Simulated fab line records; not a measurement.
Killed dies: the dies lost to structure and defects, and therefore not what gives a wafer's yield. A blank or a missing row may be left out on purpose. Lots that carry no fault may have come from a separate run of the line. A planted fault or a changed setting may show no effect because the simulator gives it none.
Which tool is to blame? / flow sky130 / 12 lots, 36 wafers sampled, at 4 steps of a route of 708

## WHAT THE GAUGES SHOWED, per wafer
SKY_CAPM_OVL_MEAS_12. Usual: for CAPM_OVL the level is 0.0 nm and the standard deviation is 1.5.
lot=L240; measured=day 37 18:45; on=overlay-02; CAPM_OVL (nm)=0.6 -0.4 1.9; flag=
lot=L241; measured=day 37 23:06; on=overlay-02; CAPM_OVL (nm)=-0.5 -1.3 1.5; flag=
lot=L243; measured=day 38 19:09; on=overlay-02; CAPM_OVL (nm)=0.4 -0.9 -0.9; flag=
lot=L244; measured=day 38 21:58; on=overlay-02; CAPM_OVL (nm)=0.6 0.7 -3.2; flag=
lot=L249; measured=day 40 06:09; on=overlay-01; CAPM_OVL (nm)=-2.2 0.1 1.4; flag=
lot=L252; measured=day 41 09:12; on=overlay-01; CAPM_OVL (nm)=-0.3 -1.7 -1.4; flag=
lot=L253; measured=day 41 18:42; on=overlay-02; CAPM_OVL (nm)=-0.1 -0.8 -2.0; flag=
lot=L254; measured=day 42 00:09; on=overlay-02; CAPM_OVL (nm)=1.5 0.9 -0.1; flag=
lot=L255; measured=day 42 05:11; on=overlay-01; CAPM_OVL (nm)=-1.7 -1.1 -0.8; flag=
lot=L261; measured=day 43 16:48; on=overlay-01; CAPM_OVL (nm)=-0.2 -0.3 -0.6; flag=
lot=L262; measured=day 43 22:17; on=overlay-02; CAPM_OVL (nm)=-1.8 -1.8 -2.3; flag=
lot=L263; measured=day 44 06:41; on=overlay-02; CAPM_OVL (nm)=1.7 -0.9 0.3; flag=

## EACH LOT AND THE TOOL THAT RAN IT (in order: tool; ch and the chambers of the sampled wafers; start)
lot=L240; SKY_METAL2_SPUTTER_04=pvd sputter-01, day 34 08:04; SKY_METAL3_SPUTTER_01=pvd sputter-03, day 36 16:07; SKY_METAL3_SPUTTER_03=pvd sputter-03, day 36 16:11
lot=L241; SKY_METAL2_SPUTTER_04=pvd sputter-01, day 34 12:52; SKY_METAL3_SPUTTER_01=pvd sputter-04, day 36 20:28; SKY_METAL3_SPUTTER_03=pvd sputter-04, day 36 20:32
lot=L243; SKY_METAL2_SPUTTER_04=pvd sputter-01, day 35 06:55; SKY_METAL3_SPUTTER_01=pvd sputter-01, day 37 16:10; SKY_METAL3_SPUTTER_03=pvd sputter-01, day 37 16:14
lot=L244; SKY_METAL2_SPUTTER_04=pvd sputter-01, day 35 11:05; SKY_METAL3_SPUTTER_01=pvd sputter-01, day 37 19:44; SKY_METAL3_SPUTTER_03=pvd sputter-01, day 37 19:49
lot=L249; SKY_METAL2_SPUTTER_04=pvd sputter-02, day 36 22:03; SKY_METAL3_SPUTTER_01=pvd sputter-01, day 39 04:35; SKY_METAL3_SPUTTER_03=pvd sputter-01, day 39 04:40
lot=L252; SKY_METAL2_SPUTTER_04=pvd sputter-01, day 38 01:40; SKY_METAL3_SPUTTER_01=pvd sputter-01, day 40 08:28; SKY_METAL3_SPUTTER_03=pvd sputter-01, day 40 08:32
lot=L253; SKY_METAL2_SPUTTER_04=pvd sputter-01, day 38 14:13; SKY_METAL3_SPUTTER_01=pvd sputter-01, day 40 18:40; SKY_METAL3_SPUTTER_03=pvd sputter-01, day 40 18:44
lot=L254; SKY_METAL2_SPUTTER_04=pvd sputter-01, day 38 17:43; SKY_METAL3_SPUTTER_01=pvd sputter-04, day 40 23:46; SKY_METAL3_SPUTTER_03=pvd sputter-04, day 40 23:50
lot=L255; SKY_METAL2_SPUTTER_04=pvd sputter-01, day 39 00:59; SKY_METAL3_SPUTTER_01=pvd sputter-01, day 41 05:38; SKY_METAL3_SPUTTER_03=pvd sputter-01, day 41 05:43
lot=L261; SKY_METAL2_SPUTTER_04=pvd sputter-03, day 40 13:35; SKY_METAL3_SPUTTER_01=pvd sputter-03, day 42 17:14; SKY_METAL3_SPUTTER_03=pvd sputter-03, day 42 17:18
lot=L262; SKY_METAL2_SPUTTER_04=pvd sputter-01, day 40 21:28; SKY_METAL3_SPUTTER_01=pvd sputter-01, day 42 22:55; SKY_METAL3_SPUTTER_03=pvd sputter-01, day 42 22:58
lot=L263; SKY_METAL2_SPUTTER_04=pvd sputter-01, day 41 05:58; SKY_METAL3_SPUTTER_01=pvd sputter-04, day 43 07:58; SKY_METAL3_SPUTTER_03=pvd sputter-04, day 43 08:01
- SKY_METAL2_SPUTTER_04: material TiN, target thk 70 nm, time 58.3 s.
- SKY_METAL3_SPUTTER_01: material TiN, target thk 20 nm, time 16.7 s.
- SKY_METAL3_SPUTTER_03: material Ti, target thk 5 nm, time 3.3 s.

## AS READ BY THE TOOLS THEMSELVES (means over the sampled wafers that have a number; for cases with no such wafer, the mark the record gives instead)
SKY_METAL2_SPUTTER_04. Usual: cathode dc power W 6500.1 W, standard deviation 1; chamber pressure pa 0.4000 Pa, standard deviation 0.00088; throttle valve pct 29.9 %, standard deviation 0.8.
lot=L240; tool=pvd sputter-01; cathode dc power W (W)=6500.6; chamber pressure pa (Pa)=0.4007; throttle valve pct (%)=30.1; flag=
lot=L241; tool=pvd sputter-01; cathode dc power W (W)=6499.8; chamber pressure pa (Pa)=0.4004; throttle valve pct (%)=29.5; flag=
lot=L243; tool=pvd sputter-01; cathode dc power W (W)=6499.9; chamber pressure pa (Pa)=0.3996; throttle valve pct (%)=29.4; flag=
lot=L244; tool=pvd sputter-01; cathode dc power W (W)=6500.6; chamber pressure pa (Pa)=0.3999; throttle valve pct (%)=30.0; flag=
lot=L249; tool=pvd sputter-02; cathode dc power W (W)=6499.5; chamber pressure pa (Pa)=0.3998; throttle valve pct (%)=31.0; flag=
lot=L252; tool=pvd sputter-01; cathode dc power W (W)=6500.6; chamber pressure pa (Pa)=0.4005; throttle valve pct (%)=30.1; flag=
lot=L253; tool=pvd sputter-01; cathode dc power W (W)=6500.5; chamber pressure pa (Pa)=0.4006; throttle valve pct (%)=29.7; flag=
lot=L254; tool=pvd sputter-01; cathode dc power W (W)=6499.0; chamber pressure pa (Pa)=0.3999; throttle valve pct (%)=29.6; flag=
lot=L255; tool=pvd sputter-01; cathode dc power W (W)=6499.2; chamber pressure pa (Pa)=0.4002; throttle valve pct (%)=30.0; flag=
lot=L261; tool=pvd sputter-03; cathode dc power W (W)=6500.1; chamber pressure pa (Pa)=0.3999; throttle valve pct (%)=29.4; flag=
lot=L262; tool=pvd sputter-01; cathode dc power W (W)=6499.9; chamber pressure pa (Pa)=0.4003; throttle valve pct (%)=29.6; flag=
lot=L263; tool=pvd sputter-01; cathode dc power W (W)=6500.5; chamber pressure pa (Pa)=0.3999; throttle valve pct (%)=29.5; flag=

SKY_METAL3_SPUTTER_01. Usual: cathode dc power W 6500.0 W, standard deviation 1.1; chamber pressure pa 0.4000 Pa, standard deviation 0.00085; throttle valve pct 29.6 %, standard deviation 0.8.
lot=L240; tool=pvd sputter-03; cathode dc power W (W)=6500.2; chamber pressure pa (Pa)=0.3999; throttle valve pct (%)=30.0; flag=
lot=L241; tool=pvd sputter-04; cathode dc power W (W)=6499.1; chamber pressure pa (Pa)=0.3997; throttle valve pct (%)=29.2; flag=
lot=L243; tool=pvd sputter-01; cathode dc power W (W)=6499.9; chamber pressure pa (Pa)=0.4000; throttle valve pct (%)=29.7; flag=
lot=L244; tool=pvd sputter-01; cathode dc power W (W)=6500.6; chamber pressure pa (Pa)=0.4006; throttle valve pct (%)=29.9; flag=
lot=L249; tool=pvd sputter-01; cathode dc power W (W)=6499.6; chamber pressure pa (Pa)=0.4002; throttle valve pct (%)=29.3; flag=
lot=L252; tool=pvd sputter-01; cathode dc power W (W)=6499.7; chamber pressure pa (Pa)=0.3999; throttle valve pct (%)=30.0; flag=
lot=L253; tool=pvd sputter-01; cathode dc power W (W)=6499.2; chamber pressure pa (Pa)=0.3999; throttle valve pct (%)=29.6; flag=
lot=L254; tool=pvd sputter-04; cathode dc power W (W)=6500.2; chamber pressure pa (Pa)=0.4004; throttle valve pct (%)=29.7; flag=
lot=L255; tool=pvd sputter-01; cathode dc power W (W)=6500.7; chamber pressure pa (Pa)=0.3994; throttle valve pct (%)=29.3; flag=
lot=L261; tool=pvd sputter-03; cathode dc power W (W)=6500.7; chamber pressure pa (Pa)=0.3999; throttle valve pct (%)=29.9; flag=
lot=L262; tool=pvd sputter-01; cathode dc power W (W)=6501.2; chamber pressure pa (Pa)=0.4001; throttle valve pct (%)=30.1; flag=
lot=L263; tool=pvd sputter-04; cathode dc power W (W)=6499.6; chamber pressure pa (Pa)=0.4007; throttle valve pct (%)=29.7; flag=

SKY_METAL3_SPUTTER_03. Usual: cathode dc power W 3000.0 W, standard deviation 0.5; chamber pressure pa 0.4000 Pa, standard deviation 0.00088; throttle valve pct 29.6 %, standard deviation 0.77.
lot=L240; tool=pvd sputter-03; cathode dc power W (W)=2999.9; chamber pressure pa (Pa)=0.3992; throttle valve pct (%)=29.9; flag=
lot=L241; tool=pvd sputter-04; cathode dc power W (W)=3000.5; chamber pressure pa (Pa)=0.4000; throttle valve pct (%)=29.0; flag=
lot=L243; tool=pvd sputter-01; cathode dc power W (W)=2999.9; chamber pressure pa (Pa)=0.3993; throttle valve pct (%)=29.6; flag=
lot=L244; tool=pvd sputter-01; cathode dc power W (W)=3000.5; chamber pressure pa (Pa)=0.4002; throttle valve pct (%)=29.8; flag=
lot=L249; tool=pvd sputter-01; cathode dc power W (W)=2999.6; chamber pressure pa (Pa)=0.4004; throttle valve pct (%)=29.4; flag=
lot=L252; tool=pvd sputter-01; cathode dc power W (W)=3000.0; chamber pressure pa (Pa)=0.4006; throttle valve pct (%)=30.2; flag=
lot=L253; tool=pvd sputter-01; cathode dc power W (W)=-; chamber pressure pa (Pa)=-; throttle valve pct (%)=-; flag=OFF
lot=L254; tool=pvd sputter-04; cathode dc power W (W)=-; chamber pressure pa (Pa)=-; throttle valve pct (%)=-; flag=OFF
lot=L255; tool=pvd sputter-01; cathode dc power W (W)=-; chamber pressure pa (Pa)=-; throttle valve pct (%)=-; flag=OFF
lot=L261; tool=pvd sputter-03; cathode dc power W (W)=3000.4; chamber pressure pa (Pa)=0.4010; throttle valve pct (%)=30.0; flag=
lot=L262; tool=pvd sputter-01; cathode dc power W (W)=2999.9; chamber pressure pa (Pa)=0.4012; throttle valve pct (%)=30.0; flag=
lot=L263; tool=pvd sputter-04; cathode dc power W (W)=2999.7; chamber pressure pa (Pa)=0.3999; throttle valve pct (%)=29.8; flag=

## THE ANSWER, worked out from the rows above alone
Rule: lot off if the mean of its wafers having a number is beyond 3 standard deviations from the usual mean. A lot without any number at a reading at which 4 lots or more have one is off too. All remaining lots with rows at the step are treated as sound. Order of review: gauges by route order, followed by the tools' own readings, for which a lot's mean as printed above is used. The first step at which some lot is off is used, and at that step the reading that is off furthest; a lot without a number counts as furthest.
Off: L253, L254, L255 (SKY_METAL3_SPUTTER_03, cathode dc power W). Without a number there: L253, L254, L255.
A tool fits if, at that step or a process step before it, it ran every lot that is off, and no sound lot after the first of them. No candidate that was tried fits.

## WHAT HAD BEEN PUT IN BY THE SIMULATOR
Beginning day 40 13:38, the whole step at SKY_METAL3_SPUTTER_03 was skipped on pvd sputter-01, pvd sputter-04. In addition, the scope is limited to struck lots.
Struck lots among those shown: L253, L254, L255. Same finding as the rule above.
